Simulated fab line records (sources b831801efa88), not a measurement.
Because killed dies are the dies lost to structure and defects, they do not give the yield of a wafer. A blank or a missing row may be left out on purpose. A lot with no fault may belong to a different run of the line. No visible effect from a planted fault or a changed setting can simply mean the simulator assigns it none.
fab line records	flow sky130
record lots=13	wafers=39	last_day=50
route steps=708 shown FIELD_ISO@14 NWELL@67 SONOS_ONO@168 PAD_OPEN@708
lots untouched by any fault: they come from a run of this same line in which no faults occurred
start_h: the number of hours between the record's first day and the start of the first shown wafer of the lot	wait_h: how many hours have passed since the lot's step before this one	" unchanged from the row above	L1.1+2: a row that stands for several wafers	- value missing, or start not given	* or withheld: withheld	< > ~ a bound
route shown NAME@n: a module of which the file shows steps, and the number in the route of the first	usual: mean/standard deviation taken from wafers without a fault	same: alike in all rows	chamber/n: place in a boat	sites: per-site readings	_std_site: standard deviation across them	_edge_site: mean of outer sites minus mean of inner sites	radius_mm: for every site, how far away it sits from the centre of the wafer	mask NAME#n: copy n	behind: the last tool/chamber to shape the wafer	hold: cause of the lot's hold/its duration in hours/its outcome	device: the transistor (n, p or np) that didn't switch	end of line: the tests these same wafers got at the end of their route	a step with no rows: only its recipe	killed: dies lost to structure and defects at the first sort, not the wafer's yield	map: the dies of a wafer, with x for killed, . for not killed, _ for no die there
set.NAME: setting as actually run; set.NAME@STEP: the setting as run at that earlier step	model.NAME: the simulator's own value behind a step, which no gauge read
route steps across a sampled set of lots; one table per step, one row per wafer
services: from which hour (start_h, from the record's first day; less than 0 if before it) a tool's chamber was out of use, for how many hours, and why
## steps
# step SKY_FIELD_ISO_CD_MEAS_13
# recipe target_cd_nm=150
# usual cd_nm=150.1/1.6
lot.wafer	tool	chamber	start_h	wait_h	cd_nm
L892.1	cd_sem-01	-	28.36	-	147.1
L892.2	"	-	"	"	145.6
L892.3	"	-	"	"	146.1
L893.1	cd_sem-02	-	34.42	-	151.8
L893.4	"	-	"	"	150.9
L893.5	"	-	"	"	151.1
L895.1	cd_sem-01	-	43.92	-	150.4
L895.4	"	-	"	"	151.3
L895.6	"	-	"	"	148.6
L896.2	cd_sem-02	-	50.53	-	152.3
L896.3	"	-	"	"	150.3
L896.5	"	-	"	"	151.2
L897.3	cd_sem-02	-	54.81	-	149.8
L897.4	"	-	"	"	149.1
L897.5	"	-	"	"	148.9
L898.2	cd_sem-01	-	61.25	-	150.1
L898.3	"	-	"	"	151.8
L898.6	"	-	"	"	149.9
L899.2	cd_sem-02	-	67.25	-	149.8
L899.5	"	-	"	"	150.2
L899.6	"	-	"	"	150.2
L900.2	cd_sem-02	-	70.09	-	150.1
L900.3	"	-	"	"	147.4
L900.6	"	-	"	"	148.7
L901.3	cd_sem-01	-	74.90	-	149.9
L901.4	"	-	"	"	150.0
L901.6	"	-	"	"	150.3
L911.2	cd_sem-01	-	126.48	-	149.6
L911.3	"	-	"	"	149.0
L911.4	"	-	"	"	149.1
L912.1	cd_sem-01	-	133.11	-	151.2
L912.3	"	-	"	"	152.3
L912.6	"	-	"	"	152.8
L913.1	cd_sem-02	-	139.23	-	151.5
L913.4	"	-	"	"	151.3
L913.5	"	-	"	"	149.7
L914.2	cd_sem-02	-	146.13	-	149.2
L914.5	"	-	"	"	149.5
L914.6	"	-	"	"	149.4
# step SKY_FIELD_ISO_THK_MEAS_25
# recipe reads=SiO2_of_FIELD_ISO_CVD_24
# usual FIELD_ISO_CVD_24_THK=594/5.3
lot.wafer	tool	chamber	start_h	wait_h	FIELD_ISO_CVD_24_THK[nm]
L892.1	film_metro-03	-	30.95	0.0	585
L892.2	"	-	"	"	592
L892.3	"	-	"	"	597
L893.1	film_metro-04	-	37.07	0.0	595
L893.4	"	-	"	"	586
L893.5	"	-	"	"	599
L895.1	film_metro-04	-	46.24	0.1	595
L895.4	"	-	"	"	593
L895.6	"	-	"	"	590
L896.2	film_metro-04	-	52.78	0.1	598
L896.3	"	-	"	"	589
L896.5	"	-	"	"	588
L897.3	film_metro-04	-	58.74	0.1	600
L897.4	"	-	"	"	597
L897.5	"	-	"	"	600
L898.2	film_metro-02	-	64.13	0.0	581
L898.3	"	-	"	"	582
L898.6	"	-	"	"	591
L899.2	film_metro-04	-	69.21	0.0	595
L899.5	"	-	"	"	597
L899.6	"	-	"	"	593
L900.2	film_metro-02	-	72.07	0.0	592
L900.3	"	-	"	"	585
L900.6	"	-	"	"	588
L901.3	film_metro-03	-	77.79	0.1	597
L901.4	"	-	"	"	599
L901.6	"	-	"	"	601
L911.2	film_metro-02	-	130.17	0.0	590
L911.3	"	-	"	"	599
L911.4	"	-	"	"	599
L912.1	film_metro-02	-	135.08	0.0	600
L912.3	"	-	"	"	602
L912.6	"	-	"	"	603
L913.1	film_metro-02	-	141.20	0.0	598
L913.4	"	-	"	"	596
L913.5	"	-	"	"	588
L914.2	film_metro-02	-	148.44	0.0	597
L914.5	"	-	"	"	591
L914.6	"	-	"	"	598
# step SKY_NWELL_STRIP_14
# recipe chemistry=O2/N2	power_w=1400	pressure_mtorr=1500	platen_temp_c=withheld	o2_flow_sccm=3000	n2_flow_sccm=300	overash_fraction=0.5
# usual drypump_motor_current_A=5.6/0.37	oes_product_au=0.722/0.0048	strip_time_to_endpoint_s=36.92/0.11
lot.wafer	tool	chamber	start_h	wait_h	drypump_motor_current_A	oes_product_au	rf_hours_counter_h	strip_time_to_endpoint_s
L892.1	plasma_asher-01	0	84.03	0.1	6.1	0.719	39	36.98
L892.2	"	1	"	"	5.9	0.729	39	36.89
L892.3	"	0	"	"	6.0	0.724	-	36.91
L893.1	plasma_asher-01	1	93.43	0.1	5.9	0.724	40	37.06
L893.4	"	0	"	"	6.1	0.731	-	37.07
L893.5	"	0	"	"	6.1	0.722	-	36.97
L895.1	plasma_asher-01	0	102.85	0.1	6.1	0.715	41	36.87
L895.4	"	1	"	"	5.9	0.721	-	36.95
L895.6	"	0	"	"	6.1	0.714	-	36.97
L896.2	plasma_asher-03	1	110.16	0.1	5.6	0.722	43	37.01
L896.3	"	1	"	"	5.6	0.728	-	37.11
L896.5	"	1	"	"	5.6	0.720	-	37.03
L897.3	plasma_asher-03	0	116.81	0.1	5.3	0.724	-	37.10
L897.4	"	1	"	"	5.6	0.723	-	37.12
L897.5	"	1	"	"	5.6	0.717	-	37.04
L898.2	plasma_asher-04	1	122.38	0.1	5.0	0.721	31	36.94
L898.3	"	1	"	"	4.9	0.726	-	36.96
L898.6	"	1	"	"	4.9	0.718	-	36.98
L899.2	plasma_asher-01	0	125.95	0.1	6.1	0.719	1	36.70
L899.5	"	1	"	"	5.9	0.723	-	36.71
L899.6	"	0	"	"	6.1	0.723	-	36.71
L900.2	plasma_asher-01	1	131.38	0.1	5.9	0.722	1	36.93
L900.3	"	0	"	"	6.1	0.726	-	36.88
L900.6	"	1	"	"	5.9	0.725	-	36.95
L901.3	plasma_asher-03	0	136.14	0.1	5.4	0.722	-	36.93
L901.4	"	1	"	"	5.6	0.731	-	36.89
L901.6	"	0	"	"	5.3	0.732	-	36.92
L911.2	plasma_asher-04	0	196.18	0.1	5.5	0.718	38	36.98
L911.3	"	0	"	"	5.5	0.720	-	37.03
L911.4	"	1	"	"	5.0	0.724	-	36.99
L912.1	plasma_asher-01	0	200.43	0.1	6.1	0.720	8	36.85
L912.3	"	0	"	"	6.1	0.726	-	36.97
L912.6	"	1	"	"	5.8	0.719	-	36.81
L913.1	plasma_asher-01	1	207.96	0.1	5.9	0.718	8	37.02
L913.4	"	1	"	"	5.9	0.717	-	36.96
L913.5	"	0	"	"	6.1	0.718	-	36.88
L914.2	plasma_asher-01	0	218.45	0.1	6.0	0.720	9	36.94
L914.5	"	0	"	"	6.1	0.724	-	36.97
L914.6	"	1	"	"	5.8	0.719	-	37.01
# step SKY_SONOS_ONO_OXIDATION_00
# recipe temp_c=800	ambient=O2	idle_temp_c=700	ramp_up_c_per_min=10	ramp_down_c_per_min=3	stabilise_s=600	purge_s=300	target_thk_a=26	ox_time_s=1249
lot.wafer	tool	chamber	start_h	wait_h
L892.1+2+3	furnace-02	0	244.17	0.0
L893.1+4+5	furnace-01	0	258.96	2.4
L895.1+4+6	furnace-01	0	270.88	0.7
L896.2+3+5	furnace-01	0	280.82	0.0
L897.3+4+5	furnace-02	0	288.63	0.2
L898.2+3+6	furnace-01	0	298.91	1.0
L899.2+5+6	furnace-02	0	304.43	0.9
L900.2+3+6	furnace-02	0	311.11	0.8
L900.2+3+6	furnace-01	0	313.58	1.1
L901.3+4+6	furnace-02	0	317.93	0.0
L901.3+4+6	furnace-02	0	320.69	1.4
L911.2+3+4	furnace-02	0	400.04	0.3
L912.1+3+6	furnace-02	0	406.49	0.4
L913.1+4+5	furnace-02	0	419.14	1.1
L914.2+5+6	furnace-02	0	428.49	0.0
# step SKY_SONOS_ONO_THK_MEAS_01
# recipe reads=SiO2_of_SONOS_ONO_OXIDATION_00
# usual SONOS_ONO_OXIDATION_THK=2.60/0.058
lot.wafer	tool	chamber	start_h	wait_h	SONOS_ONO_OXIDATION_THK[nm]
L892.1	film_metro-02	-	245.52	0.0	2.59
L892.2	"	-	"	"	2.60
L892.3	"	-	"	"	2.61
L893.1	film_metro-04	-	260.31	0.0	2.63
L893.4	"	-	"	"	2.63
L893.5	"	-	"	"	2.57
L895.1	film_metro-02	-	272.23	0.0	2.67
L895.4	"	-	"	"	2.54
L895.6	"	-	"	"	2.58
L896.2	film_metro-04	-	282.18	0.0	2.68
L896.3	"	-	"	"	2.63
L896.5	"	-	"	"	2.67
L897.3	film_metro-04	-	289.99	0.0	2.57
L897.4	"	-	"	"	2.65
L897.5	"	-	"	"	2.66
L898.2	film_metro-04	-	300.27	0.0	2.58
L898.3	"	-	"	"	2.61
L898.6	"	-	"	"	2.60
L899.2	film_metro-04	-	305.79	0.0	2.56
L899.5	"	-	"	"	2.46
L899.6	"	-	"	"	2.56
L900.2	film_metro-03	-	314.94	0.0	4.32
L900.3	"	-	"	"	4.42
L900.6	"	-	"	"	4.44
L900.2	film_metro-03	-	315.16	0.2	4.32
L900.3	"	-	"	"	4.47
L900.6	"	-	"	"	4.49
L901.3	film_metro-03	-	322.05	0.0	4.48
L901.4	"	-	"	"	4.55
L901.6	"	-	"	"	4.51
L901.3	film_metro-03	-	322.28	0.2	4.51
L901.4	"	-	"	"	4.55
L901.6	"	-	"	"	4.51
L911.2	film_metro-04	-	401.40	0.0	2.56
L911.3	"	-	"	"	2.65
L911.4	"	-	"	"	2.55
L912.1	film_metro-03	-	407.84	0.0	2.59
L912.3	"	-	"	"	2.61
L912.6	"	-	"	"	2.66
L913.1	film_metro-02	-	420.49	0.0	2.58
L913.4	"	-	"	"	2.58
L913.5	"	-	"	"	2.59
L914.2	film_metro-03	-	429.84	0.0	2.61
L914.5	"	-	"	"	2.62
L914.6	"	-	"	"	2.64
# step SKY_PAD_OPEN_PROBE_99
# usual killed_at_M0_to_M3=43/7.2	killed_at_M4_up=3.0/1.7	killed_at_contacts=24/5.3	killed_at_front_end=15/4.6	killed_at_other=0.3/0.5	killed_dies=85/10	killed_open=46/7.2	killed_short=39/6.4
# same gross_dies=492	killed_at_back_side=0
lot.wafer	tool	chamber	start_h	wait_h	killed_at_M0_to_M3	killed_at_M4_up	killed_at_contacts	killed_at_front_end	killed_at_other	killed_dies	killed_open	killed_short
L897.3	prober-01	-	1106.19	0.2	38	2	20	22	0	82	40	42
L897.4	prober-01	-	1106.24	0.2	43	1	24	19	0	87	37	50
L897.5	prober-01	-	1106.29	0.2	43	2	22	20	0	87	51	36
L900.3	prober-02	-	1120.05	0.2	31	2	19	20	0	72	41	31
# killed by level:class
L897.3 METAL2:geometric_particle:short=8 FIELD_ISO:geometric_particle:short=7 VIA1:geometric_particle:open=7 CONTACT:geometric_particle:open=6 VIA2:geometric_particle:open=6 POLY_GATE:geometric_particle:open=5 POLY_GATE:geometric_particle:short=4 LI_CONTACT:geometric_particle:open=4
L897.4 VIA3:geometric_particle:open=10 FIELD_ISO:geometric_particle:short=7 VIA1:geometric_particle:short=7 CONTACT:geometric_particle:short=6 LOCAL_INTERCONNECT:geometric_particle:short=6 LI_CONTACT:geometric_particle:open=5 CONTACT:geometric_particle:open=5 METAL1:geometric_particle:short=5
L897.5 VIA1:geometric_particle:open=13 CONTACT:geometric_particle:open=10 FIELD_ISO:geometric_particle:short=7 VIA3:geometric_particle:open=6 LI_CONTACT:geometric_particle:open=6 VIA1:geometric_particle:short=6 VIA2:geometric_particle:open=5 POLY_GATE:geometric_particle:short=4
L900.3 METAL3:geometric_particle:short=7 LI_CONTACT:geometric_particle:open=6 POLY_GATE:geometric_particle:open=5 CONTACT:geometric_particle:open=5 VIA3:geometric_particle:open=5 FIELD_ISO:geometric_particle:open=4 POLY_GATE:geometric_particle:short=4 CONTACT:geometric_particle:short=4
## services
tool	chamber	start_h	hours	kind
plasma_asher-03	-	92.37	1.6	repair
plasma_asher-01	-	108.75	9.0	pm
plasma_asher-01	0	108.75	9.0	vent_cycle
plasma_asher-01	1	108.75	9.0	vent_cycle
plasma_asher-01	0	117.75	-	clean
furnace-02	-	141.07	3.0	pm
furnace-02	-	155.39	10.0	repair
furnace-02	-	165.40	2.9	pm
furnace-01	-	177.89	4.6	pm
plasma_asher-01	-	196.23	1.2	repair
furnace-02	-	199.08	13.0	repair
furnace-02	-	212.09	4.1	pm
plasma_asher-01	-	240.27	1.3	repair
furnace-01	-	275.03	3.0	pm
plasma_asher-04	-	277.38	2.3	repair
plasma_asher-01	-	317.86	0.7	repair
plasma_asher-04	-	319.39	3.2	repair
furnace-02	-	374.06	4.1	pm
plasma_asher-04	-	392.91	1.9	repair
plasma_asher-01	-	399.86	0.5	repair
plasma_asher-03	-	408.23	4.3	pm
plasma_asher-04	-	415.36	4.1	repair
plasma_asher-03	-	421.25	9.0	pm
furnace-02	-	423.25	3.9	pm
## key
first_sign step=SKY_SONOS_ONO_OXIDATION_00	reading=visit	direction=added
effect step=SKY_SONOS_ONO_THK_MEAS_01	reading=visit	direction=added
effect step=SKY_SONOS_ONO_THK_MEAS_01	reading=SONOS_ONO_OXIDATION_THK	direction=up	sigmas=32	usual=2.60	struck=4.45
met_at SKY_SONOS_ONO_OXIDATION_00
struck_lots L900,L901
tester_left_out L900,L901
not_acting_at SKY_FIELD_ISO_CD_MEAS_13,SKY_FIELD_ISO_THK_MEAS_25,SKY_NWELL_STRIP_14
fault kind=repeated_step_whole	tool=furnace-01,furnace-02	chamber=-	onset_h=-	steps=SKY_SONOS_ONO_OXIDATION_00	times=1	scope=struck_lots_only
# tester_left_out: of these lots the tester's yield and bins aren't shown, on N5 and GAA mostly nor the transistor test; their killed dies are dies lost to structure and defects alone, not to doping, threshold or leakage, so they don't give the yield
